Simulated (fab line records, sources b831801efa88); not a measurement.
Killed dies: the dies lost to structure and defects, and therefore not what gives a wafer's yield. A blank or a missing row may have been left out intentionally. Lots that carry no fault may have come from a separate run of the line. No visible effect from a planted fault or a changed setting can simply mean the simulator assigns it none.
Which tool is to blame?	flow sky130	39 wafers from 13 lots sampled at 4 of the route's 708 steps

== WHAT THE GAUGES SHOWED, per wafer ==
SKY_VIA4_THK_MEAS_01.
lot	measured	on	VIA4_HDPCVD_THK (nm)
L753	day 41 18:31	film-metro-02	1723 1718 1693
L754	day 41 20:56	film-metro-01	1744 1730 1724
L755	day 42 07:55	film-metro-01	1757 1770 1730
L756	day 42 09:39	film-metro-02	1773 1779 1777
L758	day 43 04:35	film-metro-02	1721 1745 1713
L759	day 43 12:11	film-metro-02	1771 1754 1738
L761	day 44 22:40	film-metro-02	1741 1754 1739
L764	day 44 23:52	film-metro-04	1715 1751 1744
L766	day 45 09:11	film-metro-01	1764 1754 1751
L771	day 46 08:29	film-metro-02	1757 1742 1782
L773	day 46 21:37	film-metro-01	1754 1792 1785
L775	day 47 11:43	film-metro-02	1776 1757 1777
L776	day 47 12:02	film-metro-02	1806 1809 1744

SKY_METAL5_RS_MEAS_05: uses a four-point probe to measure.
lot	measured	on	METAL5_ALCU_RS (ohm/sq)
L753	day 42 20:02	film-metro-02	0.0273 0.0269 0.0269
L754	day 42 22:22	film-metro-02	0.0268 0.0271 0.0275
L755	day 43 09:06	film-metro-03	0.0273 0.0274 0.0271
L756	day 43 10:11	film-metro-03	0.0270 0.0271 0.0271
L758	day 44 05:53	film-metro-03	0.0268 0.0267 0.0266
L759	day 44 12:09	film-metro-02	0.0276 0.0272 0.0273
L761	day 45 22:01	film-metro-03	0.0269 0.0267 0.0269
L764	day 45 23:25	film-metro-01	0.0269 0.0270 0.0272
L766	day 46 08:52	film-metro-02	0.0279 0.0282 0.0280
L771	day 47 06:33	film-metro-02	0.0277 0.0275 0.0277
L773	day 47 18:29	film-metro-02	0.0267 0.0269 0.0270
L775	day 48 07:47	film-metro-02	0.0271 0.0272 0.0272
L776	day 48 08:07	film-metro-03	0.0274 0.0269 0.0267

== EACH LOT AND THE TOOL THAT RAN IT (in order: tool; ch and the chambers of the sampled wafers; start) ==
lot	SKY_CONTACT_ETCH_17	SKY_METAL5_SPUTTER_03
L753	rie-diel-02 ch 0,1,3, day 31 12:16	pvd-sputter-02, day 42 19:58
L754	rie-diel-04 ch 0,1,2, day 31 14:55	pvd-sputter-01, day 42 22:16
L755	rie-diel-04 ch 1,2,3, day 32 06:35	pvd-sputter-02, day 43 09:01
L756	rie-diel-02 ch 1,2, day 32 07:25	pvd-sputter-02, day 43 10:07
L758	rie-diel-03 ch 1,2,3, day 33 05:53	pvd-sputter-02, day 44 05:48
L759	rie-diel-02 ch 0,2, day 33 12:28	pvd-sputter-03, day 44 12:04
L761	rie-diel-04 ch 1,3, day 35 03:19	pvd-sputter-02, day 45 21:56
L764	rie-diel-02 ch 2,3, day 35 05:17	pvd-sputter-01, day 45 23:20
L766	rie-diel-02 ch 0,1,3, day 35 19:44	pvd-sputter-03, day 46 08:49
L771	rie-diel-03 ch 1,2, day 37 01:46	pvd-sputter-03, day 47 06:28
L773	rie-diel-03 ch 0,1,3, day 37 13:23	pvd-sputter-02, day 47 18:23
L775	rie-diel-02 ch 0,2,3, day 38 09:19	pvd-sputter-01, day 48 07:43
L776	rie-diel-02 ch 0,3, day 38 11:17	pvd-sputter-03, day 48 08:01
- SKY_CONTACT_ETCH_17: etches SiO2 in C4F8/O2/Ar, stops on Si3N4, target depth 340 nm.
- SKY_METAL5_SPUTTER_03: material Ti, target thk 5 nm, time 3.3 s.

== AS READ BY THE TOOLS THEMSELVES (means over the sampled wafers that have a number; for cases with no such wafer, the mark the record gives instead) ==
SKY_CONTACT_ETCH_17.
lot	tool	bias-w (W)	oes-product-au (a.u.)	rf-fwd-power-W (W)
L753	rie-diel-02	1199	0.891	1490
L754	rie-diel-04	1199	0.890	1489
L755	rie-diel-04	1203	0.892	1486
L756	rie-diel-02	1204	0.890	1490
L758	rie-diel-03	1204	0.893	1486
L759	rie-diel-02	1202	0.893	1487
L761	rie-diel-04	1202	0.884	1483
L764	rie-diel-02	1201	0.895	1487
L766	rie-diel-02	1198	0.894	1490
L771	rie-diel-03	1203	0.891	1491
L773	rie-diel-03	1195	0.887	1490
L775	rie-diel-02	1197	0.897	1487
L776	rie-diel-02	1199	0.888	1487

SKY_METAL5_SPUTTER_03.
lot	tool	throttle-valve-pct (%)
L753	pvd-sputter-02	29.8
L754	pvd-sputter-01	30.7
L755	pvd-sputter-02	29.7
L756	pvd-sputter-02	29.7
L758	pvd-sputter-02	29.9
L759	pvd-sputter-03	30.3
L761	pvd-sputter-02	29.9
L764	pvd-sputter-01	30.6
L766	pvd-sputter-03	30.0
L771	pvd-sputter-03	29.9
L773	pvd-sputter-02	29.6
L775	pvd-sputter-01	30.6
L776	pvd-sputter-03	29.7

== THE ANSWER, worked out from the rows above alone ==
Rule: the usual values come from the lots themselves. The widest of any qualifying gaps counts: lots, ordered by their means at a reading, are off when they make up no more than a third of the lots, leave a main group of 4 or more, and stand apart from it by 3 or more times the standard deviation of that group's means. A main group is skipped when, at the precision printed for the reading in the tables above, its means are all equal. A lot without any number at a reading at which 4 lots or more have one is off too. Any other lot the step has rows for is counted as sound. The gauges are gone through in route order, then the tools' own readings, and for those a lot's mean is taken as printed above. The first step at which some lot is off is used, and at that step the reading that is off furthest; a lot without a number counts as furthest.
None of the lots is off at any reading shown; this tells nothing.

== WHAT THE SIMULATOR HAD PUT IN ==
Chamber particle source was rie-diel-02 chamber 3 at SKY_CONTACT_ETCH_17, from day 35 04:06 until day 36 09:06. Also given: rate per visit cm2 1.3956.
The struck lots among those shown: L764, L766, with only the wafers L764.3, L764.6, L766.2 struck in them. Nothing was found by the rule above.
